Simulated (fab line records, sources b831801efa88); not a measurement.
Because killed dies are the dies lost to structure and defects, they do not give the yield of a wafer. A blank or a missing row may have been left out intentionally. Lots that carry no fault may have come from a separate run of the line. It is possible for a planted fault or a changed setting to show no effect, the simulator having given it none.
Which tool was responsible? || flow sky130 || 14 lots, 42 wafers sampled, at 2 steps of a route of 708

## WHAT EACH GAUGE READ, for each wafer
SKY_SONOS_ONO_THK_MEAS_01. Usual: SONOS_ONO_OXIDATION_THK typically reads 2.60 nm, with standard deviation 0.049.
{"lot": "L503", "measured": "day 11 07:27", "on": "filmMetro-03", "SONOS_ONO_OXIDATION_THK (nm)": "2.60 2.53 2.63", "flag": ""}
{"lot": "L504", "measured": "day 11 16:37", "on": "filmMetro-02", "SONOS_ONO_OXIDATION_THK (nm)": "2.63 2.66 2.61", "flag": ""}
{"lot": "L505", "measured": "day 12 04:11", "on": "filmMetro-04", "SONOS_ONO_OXIDATION_THK (nm)": "2.59 2.56 2.64", "flag": ""}
{"lot": "L506", "measured": "day 12 09:28", "on": "filmMetro-03", "SONOS_ONO_OXIDATION_THK (nm)": "2.68 2.69 2.72", "flag": ""}
{"lot": "L509", "measured": "day 13 06:47", "on": "filmMetro-03", "SONOS_ONO_OXIDATION_THK (nm)": "2.53 2.57 2.51", "flag": ""}
{"lot": "L510", "measured": "day 13 11:24", "on": "filmMetro-04", "SONOS_ONO_OXIDATION_THK (nm)": "1.43 1.49 1.49", "flag": "OFF"}
{"lot": "L511", "measured": "day 13 21:13", "on": "filmMetro-02", "SONOS_ONO_OXIDATION_THK (nm)": "1.46 1.53 1.58", "flag": "OFF"}
{"lot": "L519", "measured": "day 16 16:45", "on": "filmMetro-03", "SONOS_ONO_OXIDATION_THK (nm)": "2.57 2.58 2.50", "flag": ""}
{"lot": "L520", "measured": "day 16 22:59", "on": "filmMetro-04", "SONOS_ONO_OXIDATION_THK (nm)": "2.53 2.54 2.61", "flag": ""}
{"lot": "L522", "measured": "day 17 20:55", "on": "filmMetro-03", "SONOS_ONO_OXIDATION_THK (nm)": "2.61 2.52 2.56", "flag": ""}
{"lot": "L523", "measured": "day 18 06:42", "on": "filmMetro-03", "SONOS_ONO_OXIDATION_THK (nm)": "2.60 2.60 2.62", "flag": ""}
{"lot": "L524", "measured": "day 18 14:37", "on": "filmMetro-04", "SONOS_ONO_OXIDATION_THK (nm)": "2.64 2.60 2.59", "flag": ""}
{"lot": "L525", "measured": "day 19 08:38", "on": "filmMetro-02", "SONOS_ONO_OXIDATION_THK (nm)": "2.55 2.59 2.62", "flag": ""}
{"lot": "L526", "measured": "day 19 23:52", "on": "filmMetro-02", "SONOS_ONO_OXIDATION_THK (nm)": "2.63 2.64 2.68", "flag": ""}

## WHICH TOOL RAN EACH LOT (tool, then ch and the chambers of the sampled wafers, then the start)
{"lot": "L503", "SKY_SONOS_ONO_OXIDATION_00": "furnace-01 ch 0, day 11 06:06"}
{"lot": "L504", "SKY_SONOS_ONO_OXIDATION_00": "furnace-02 ch 0, day 11 15:16"}
{"lot": "L505", "SKY_SONOS_ONO_OXIDATION_00": "furnace-02 ch 0, day 12 02:50"}
{"lot": "L506", "SKY_SONOS_ONO_OXIDATION_00": "furnace-01 ch 0, day 12 08:07"}
{"lot": "L509", "SKY_SONOS_ONO_OXIDATION_00": "furnace-01 ch 0, day 13 05:26"}
{"lot": "L510", "SKY_SONOS_ONO_OXIDATION_00": "furnace-01 ch 0, day 13 10:02"}
{"lot": "L511", "SKY_SONOS_ONO_OXIDATION_00": "furnace-01 ch 0, day 13 19:51"}
{"lot": "L519", "SKY_SONOS_ONO_OXIDATION_00": "furnace-01 ch 0, day 16 15:24"}
{"lot": "L520", "SKY_SONOS_ONO_OXIDATION_00": "furnace-02 ch 0, day 16 21:38"}
{"lot": "L522", "SKY_SONOS_ONO_OXIDATION_00": "furnace-01 ch 0, day 17 19:34"}
{"lot": "L523", "SKY_SONOS_ONO_OXIDATION_00": "furnace-01 ch 0, day 18 05:20"}
{"lot": "L524", "SKY_SONOS_ONO_OXIDATION_00": "furnace-01 ch 0, day 18 13:16"}
{"lot": "L525", "SKY_SONOS_ONO_OXIDATION_00": "furnace-01 ch 0, day 19 07:17"}
{"lot": "L526", "SKY_SONOS_ONO_OXIDATION_00": "furnace-01 ch 0, day 19 22:31"}
- SKY_SONOS_ONO_OXIDATION_00: stabilise 600 s, purge 300 s, target thk 2.6 nm.

## AS READ BY THE TOOLS THEMSELVES (means over the sampled wafers that have a number; for cases with no such wafer, the mark the record gives instead)
SKY_SONOS_ONO_OXIDATION_00. Usual: spikeTcBottomC 820.5 C, standard deviation 2.1; spikeTcCentreC 799.1 C, standard deviation 1.2; spikeTcLowerC 799.7 C, standard deviation 1.4; spikeTcTopC 814.0 C, standard deviation 2.5; spikeTcUpperC 801.1 C, standard deviation 0.97; tubeCenterTempC 800 C, standard deviation 0.071; tube_center_temp_C_max 802.0, standard deviation 0.35; zonePowerCentrePct 14.48 %, standard deviation 0.22; zonePowerUpperPct 14.1 %, standard deviation 0.36.
{"lot": "L503", "tool": "furnace-01", "spikeTcBottomC (C)": 818.7, "spikeTcCentreC (C)": 799.2, "spikeTcLowerC (C)": 799.0, "spikeTcTopC (C)": 815.8, "spikeTcUpperC (C)": 800.2, "tubeCenterTempC (C)": 800, "tube_center_temp_C_max": 802.2, "zonePowerCentrePct (%)": 14.29, "zonePowerUpperPct (%)": 13.9, "flag": ""}
{"lot": "L504", "tool": "furnace-02", "spikeTcBottomC (C)": 823.1, "spikeTcCentreC (C)": 798.9, "spikeTcLowerC (C)": 801.2, "spikeTcTopC (C)": 811.9, "spikeTcUpperC (C)": 801.4, "tubeCenterTempC (C)": 800, "tube_center_temp_C_max": 802.0, "zonePowerCentrePct (%)": 14.69, "zonePowerUpperPct (%)": 14.7, "flag": ""}
{"lot": "L505", "tool": "furnace-02", "spikeTcBottomC (C)": 823.6, "spikeTcCentreC (C)": 798.4, "spikeTcLowerC (C)": 801.3, "spikeTcTopC (C)": 812.5, "spikeTcUpperC (C)": 801.8, "tubeCenterTempC (C)": 800, "tube_center_temp_C_max": 802.2, "zonePowerCentrePct (%)": 14.78, "zonePowerUpperPct (%)": 14.5, "flag": ""}
{"lot": "L506", "tool": "furnace-01", "spikeTcBottomC (C)": 819.4, "spikeTcCentreC (C)": 799.2, "spikeTcLowerC (C)": 799.9, "spikeTcTopC (C)": 816.0, "spikeTcUpperC (C)": 801.0, "tubeCenterTempC (C)": 800, "tube_center_temp_C_max": 801.7, "zonePowerCentrePct (%)": 14.39, "zonePowerUpperPct (%)": 13.9, "flag": ""}
{"lot": "L509", "tool": "furnace-01", "spikeTcBottomC (C)": 819.1, "spikeTcCentreC (C)": 799.1, "spikeTcLowerC (C)": 798.6, "spikeTcTopC (C)": 815.5, "spikeTcUpperC (C)": 801.1, "tubeCenterTempC (C)": 800, "tube_center_temp_C_max": 802.0, "zonePowerCentrePct (%)": 14.31, "zonePowerUpperPct (%)": 13.8, "flag": ""}
{"lot": "L510", "tool": "furnace-01", "spikeTcBottomC (C)": 781.4, "spikeTcCentreC (C)": 761.4, "spikeTcLowerC (C)": 762.4, "spikeTcTopC (C)": 778.5, "spikeTcUpperC (C)": 763.8, "tubeCenterTempC (C)": 763, "tube_center_temp_C_max": 764.6, "zonePowerCentrePct (%)": 13.13, "zonePowerUpperPct (%)": 12.5, "flag": "OFF"}
{"lot": "L511", "tool": "furnace-01", "spikeTcBottomC (C)": 783.3, "spikeTcCentreC (C)": 761.1, "spikeTcLowerC (C)": 761.1, "spikeTcTopC (C)": 779.6, "spikeTcUpperC (C)": 763.4, "tubeCenterTempC (C)": 763, "tube_center_temp_C_max": 764.2, "zonePowerCentrePct (%)": 13.16, "zonePowerUpperPct (%)": 12.6, "flag": "OFF"}
{"lot": "L519", "tool": "furnace-01", "spikeTcBottomC (C)": 818.9, "spikeTcCentreC (C)": 800.5, "spikeTcLowerC (C)": 799.3, "spikeTcTopC (C)": 815.8, "spikeTcUpperC (C)": 800.8, "tubeCenterTempC (C)": 800, "tube_center_temp_C_max": 802.4, "zonePowerCentrePct (%)": 14.21, "zonePowerUpperPct (%)": 14.0, "flag": ""}
{"lot": "L520", "tool": "furnace-02", "spikeTcBottomC (C)": 822.7, "spikeTcCentreC (C)": 798.2, "spikeTcLowerC (C)": 801.0, "spikeTcTopC (C)": 811.9, "spikeTcUpperC (C)": 801.3, "tubeCenterTempC (C)": 800, "tube_center_temp_C_max": 802.1, "zonePowerCentrePct (%)": 14.74, "zonePowerUpperPct (%)": 14.6, "flag": ""}
{"lot": "L522", "tool": "furnace-01", "spikeTcBottomC (C)": 819.0, "spikeTcCentreC (C)": 800.0, "spikeTcLowerC (C)": 798.2, "spikeTcTopC (C)": 814.8, "spikeTcUpperC (C)": 801.3, "tubeCenterTempC (C)": 800, "tube_center_temp_C_max": 801.9, "zonePowerCentrePct (%)": 14.24, "zonePowerUpperPct (%)": 13.8, "flag": ""}
{"lot": "L523", "tool": "furnace-01", "spikeTcBottomC (C)": 819.1, "spikeTcCentreC (C)": 800.6, "spikeTcLowerC (C)": 799.5, "spikeTcTopC (C)": 815.3, "spikeTcUpperC (C)": 800.5, "tubeCenterTempC (C)": 800, "tube_center_temp_C_max": 801.7, "zonePowerCentrePct (%)": 14.41, "zonePowerUpperPct (%)": 13.8, "flag": ""}
{"lot": "L524", "tool": "furnace-01", "spikeTcBottomC (C)": 818.0, "spikeTcCentreC (C)": 800.4, "spikeTcLowerC (C)": 799.5, "spikeTcTopC (C)": 816.4, "spikeTcUpperC (C)": 800.6, "tubeCenterTempC (C)": 800, "tube_center_temp_C_max": 802.2, "zonePowerCentrePct (%)": 14.48, "zonePowerUpperPct (%)": 13.8, "flag": ""}
{"lot": "L525", "tool": "furnace-01", "spikeTcBottomC (C)": 818.6, "spikeTcCentreC (C)": 800.0, "spikeTcLowerC (C)": 798.9, "spikeTcTopC (C)": 815.5, "spikeTcUpperC (C)": 800.7, "tubeCenterTempC (C)": 800, "tube_center_temp_C_max": 802.4, "zonePowerCentrePct (%)": 14.26, "zonePowerUpperPct (%)": 13.8, "flag": ""}
{"lot": "L526", "tool": "furnace-01", "spikeTcBottomC (C)": 819.2, "spikeTcCentreC (C)": 799.0, "spikeTcLowerC (C)": 799.1, "spikeTcTopC (C)": 816.1, "spikeTcUpperC (C)": 801.4, "tubeCenterTempC (C)": 800, "tube_center_temp_C_max": 801.9, "zonePowerCentrePct (%)": 14.48, "zonePowerUpperPct (%)": 13.8, "flag": ""}

## THE ANSWER, worked out from the rows above alone
Rule: a lot counts as off when the mean over its wafers that have a number is more than 3 standard deviations away from the usual mean. Also off: a lot with no number at a reading for which 4 or more lots have one. Where the step has rows for the other lots, those lots are counted as sound. Order of review: gauges by route order, followed by the tools' own readings, for which a lot's mean as printed above is used. The first step at which some lot is off is used, and at that step the reading that is off furthest; a lot without a number counts as furthest.
Off: L510, L511, at SKY_SONOS_ONO_THK_MEAS_01 (SONOS_ONO_OXIDATION_THK).
A tool fits if, at a process step before that reading, it ran every lot that is off, and no sound lot after the first of them. The gauges at SKY_SONOS_ONO_THK_MEAS_01 aren't tried: what is off there is off at SKY_SONOS_ONO_OXIDATION_00 too, on other tools, and a gauge's error can't cause that. Of those tried, none fits.

## WHAT THE SIMULATOR PUT IN
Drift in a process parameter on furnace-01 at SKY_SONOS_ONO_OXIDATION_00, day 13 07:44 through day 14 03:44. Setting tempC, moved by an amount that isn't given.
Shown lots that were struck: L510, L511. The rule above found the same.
